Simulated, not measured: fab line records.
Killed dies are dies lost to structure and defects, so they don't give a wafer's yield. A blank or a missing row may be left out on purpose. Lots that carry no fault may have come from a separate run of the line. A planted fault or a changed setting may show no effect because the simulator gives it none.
One fault through the eyes of 2 desks | flow gf180mcu | every desk sees just its own numbers, and what lay behind them comes last

## FROM THE METROLOGY DESK
What the gauges read for every lot (on any tool): the sampled wafers with a number, averaged. Marked OUT: a lot whose mean sits more than 4 standard deviations from the usual mean, which makes it out of limits; the brackets give that distance.
Columns: A = V1_CVD_02_THK at GF_V1_THK_MEAS_03, usual 849 nm
lot  | first seen here | A
L808 | day 17 16:13    | 853
L809 | day 18 13:31    | 851
L812 | day 19 06:39    | 852
L811 | day 19 07:57    | 846
L821 | day 22 17:26    | 1046 (+20) OUT
L822 | day 23 04:16    | 854
L823 | day 23 06:28    | 1039 (+19) OUT
L824 | day 23 14:30    | 1042 (+19) OUT
L826 | day 24 12:11    | 841
L827 | day 24 15:59    | 843
L828 | day 24 17:42    | 848
This desk reports L821, L823, L824 out of limits; the earliest was L821 at day 22 17:26 (V1_CVD_02_THK at GF_V1_THK_MEAS_03). L808, L809, L812, L811, L822, L826, L827, L828 stayed within limits.

## THE TOOL OWNER'S DESK: pecvd-04
The tool's own readings at GF_V1_CVD_02 (deposits SiO2 from TEOS, target thk 850 nm, time 94.851 s): means of the sampled wafers that have a number, for each lot that ran on this tool. Marked OUT: a lot whose mean sits more than 4 standard deviations from the usual mean, which makes it out of limits; the brackets give that distance.
Columns: A = heaterPowerW at GF_V1_CVD_02, usual 650 W
lot  | first seen here | A
L812 | day 19 06:35    | 769
L811 | day 19 07:53    | 671
L821 | day 22 17:22    | 752
L823 | day 23 06:23    | 864
L824 | day 23 14:25    | 649
This desk's verdict: no lot among the 5 shows anything out of limits.

## BROUGHT TOGETHER
Metrology desk: alarm possible at day 22 17:26 on L821, L823, L824.
Nothing out of limits was seen by the tool owner's desk.
The tool owner's desk has L821, L823, L824 on record, within its limits.
All the named lots went through GF_V1_CVD_02 on pecvd-04.

## WHAT HAD BEEN PUT IN BY THE SIMULATOR
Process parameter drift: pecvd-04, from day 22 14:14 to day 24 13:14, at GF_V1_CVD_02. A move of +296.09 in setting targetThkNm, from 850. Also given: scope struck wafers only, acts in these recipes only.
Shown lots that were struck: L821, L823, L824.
Per desk, hours elapsed from the start of the fault to the first reading out of limits: for the metrology desk, 3.
